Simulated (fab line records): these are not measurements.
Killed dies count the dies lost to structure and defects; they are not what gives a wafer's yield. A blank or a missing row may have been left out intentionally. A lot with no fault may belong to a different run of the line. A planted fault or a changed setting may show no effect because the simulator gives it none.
The tool behind it: which one? + flow sky130 + 12 lots with 36 wafers sampled at 3 steps, on a route of 708 steps

## WHAT THE GAUGES READ, wafer by wafer
SKY_PASSIVATION_THK_MEAS_03. Usual: PASSIVATION_CVD_02_THK gives 538 nm (standard deviation 8.3).
| lot  | measured     | on           | PASSIVATION_CVD_02_THK (nm) | flag |
|------|--------------|--------------|-----------------------------|------|
| L958 | day 44 00:00 | filmMetro-04 | 544 540 544                 |      |
| L959 | day 44 02:36 | filmMetro-04 | 525 520 547                 |      |
| L962 | day 45 01:35 | filmMetro-01 | 526 532 552                 |      |
| L963 | day 45 12:47 | filmMetro-04 | 527 536 546                 |      |
| L964 | day 46 00:51 | filmMetro-01 | 533 540 540                 |      |
| L967 | day 46 09:45 | filmMetro-04 | 542 541 533                 |      |
| L971 | day 47 17:19 | filmMetro-04 | 525 533 532                 |      |
| L973 | day 48 01:59 | filmMetro-04 | 540 524 549                 |      |
| L975 | day 48 07:05 | filmMetro-01 | 545 539 544                 |      |
| L976 | day 48 15:20 | filmMetro-01 | 532 540 540                 |      |
| L979 | day 49 11:11 | filmMetro-03 | 536 545 546                 |      |
| L980 | day 49 22:24 | filmMetro-03 | 533 546 534                 |      |

## WHAT TOOL EACH LOT RAN ON (gives the tool, then ch and the chambers of the sampled wafers, and finally the start)
| lot  | SKY_METAL3_SPUTTER_04       | SKY_METAL5_SPUTTER_03       |
|------|-----------------------------|-----------------------------|
| L958 | pvdSputter-04, day 36 09:12 | pvdSputter-01, day 42 23:58 |
| L959 | pvdSputter-02, day 36 13:59 | pvdSputter-02, day 43 02:57 |
| L962 | pvdSputter-04, day 37 17:31 | pvdSputter-04, day 44 02:34 |
| L963 | pvdSputter-04, day 38 07:00 | pvdSputter-01, day 44 13:25 |
| L964 | pvdSputter-04, day 38 20:19 | pvdSputter-01, day 45 03:15 |
| L967 | pvdSputter-03, day 39 07:39 | pvdSputter-01, day 45 11:41 |
| L971 | pvdSputter-04, day 40 21:08 | pvdSputter-04, day 46 19:40 |
| L973 | pvdSputter-02, day 41 06:17 | pvdSputter-01, day 47 04:18 |
| L975 | pvdSputter-02, day 41 14:39 | pvdSputter-04, day 47 10:10 |
| L976 | pvdSputter-02, day 42 00:41 | pvdSputter-02, day 47 18:31 |
| L979 | pvdSputter-03, day 43 02:28 | pvdSputter-04, day 48 16:28 |
| L980 | pvdSputter-02, day 43 17:29 | pvdSputter-04, day 49 03:52 |
- SKY_METAL3_SPUTTER_04: material TiN, target thk 70 nm, time 58.3 s.
- SKY_METAL5_SPUTTER_03: material Ti, target thk 5 nm, time 3.3 s.

## AS READ BY THE TOOLS THEMSELVES (means over the sampled wafers that have a number; for cases with no such wafer, the mark the record gives instead)
SKY_METAL3_SPUTTER_04. Usual: throttleValvePct at 29.6 %, with a standard deviation of 1.
| lot  | tool          | throttleValvePct (%) | flag |
|------|---------------|----------------------|------|
| L958 | pvdSputter-04 | 30.7                 |      |
| L959 | pvdSputter-02 | 28.8                 |      |
| L962 | pvdSputter-04 | 29.4                 |      |
| L963 | pvdSputter-04 | 29.7                 |      |
| L964 | pvdSputter-04 | 30.5                 |      |
| L967 | pvdSputter-03 | 29.8                 |      |
| L971 | pvdSputter-04 | 30.0                 |      |
| L973 | pvdSputter-02 | 28.9                 |      |
| L975 | pvdSputter-02 | 28.6                 |      |
| L976 | pvdSputter-02 | 28.1                 |      |
| L979 | pvdSputter-03 | 29.4                 |      |
| L980 | pvdSputter-02 | 28.7                 |      |

SKY_METAL5_SPUTTER_03. Usual: throttleValvePct at 29.6 %, with a standard deviation of 1.2.
| lot  | tool          | throttleValvePct (%) | flag |
|------|---------------|----------------------|------|
| L958 | pvdSputter-01 | 30.6                 |      |
| L959 | pvdSputter-02 | 29.0                 |      |
| L962 | pvdSputter-04 | 30.5                 |      |
| L963 | pvdSputter-01 | 31.1                 |      |
| L964 | pvdSputter-01 | 30.8                 |      |
| L967 | pvdSputter-01 | 29.1                 |      |
| L971 | pvdSputter-04 | 30.1                 |      |
| L973 | pvdSputter-01 | 29.0                 |      |
| L975 | pvdSputter-04 | 29.9                 |      |
| L976 | pvdSputter-02 | 28.9                 |      |
| L979 | pvdSputter-04 | 30.1                 |      |
| L980 | pvdSputter-04 | 30.0                 |      |

## THE ANSWER, worked out from the rows above alone
Rule: lot off if the mean of its wafers having a number is beyond 3 standard deviations from the usual mean. A lot without any number at a reading at which 4 lots or more have one is off too. The other lots that the step has rows for count as sound. After the gauges, taken in route order, come the tools' own readings; for these a lot's mean is taken, as printed above. The first step at which some lot is off is used, and at that step the reading that is off furthest; a lot without a number counts as furthest.
None of the lots is off at any reading shown; this tells nothing.

## WHAT HAD BEEN PUT IN BY THE SIMULATOR
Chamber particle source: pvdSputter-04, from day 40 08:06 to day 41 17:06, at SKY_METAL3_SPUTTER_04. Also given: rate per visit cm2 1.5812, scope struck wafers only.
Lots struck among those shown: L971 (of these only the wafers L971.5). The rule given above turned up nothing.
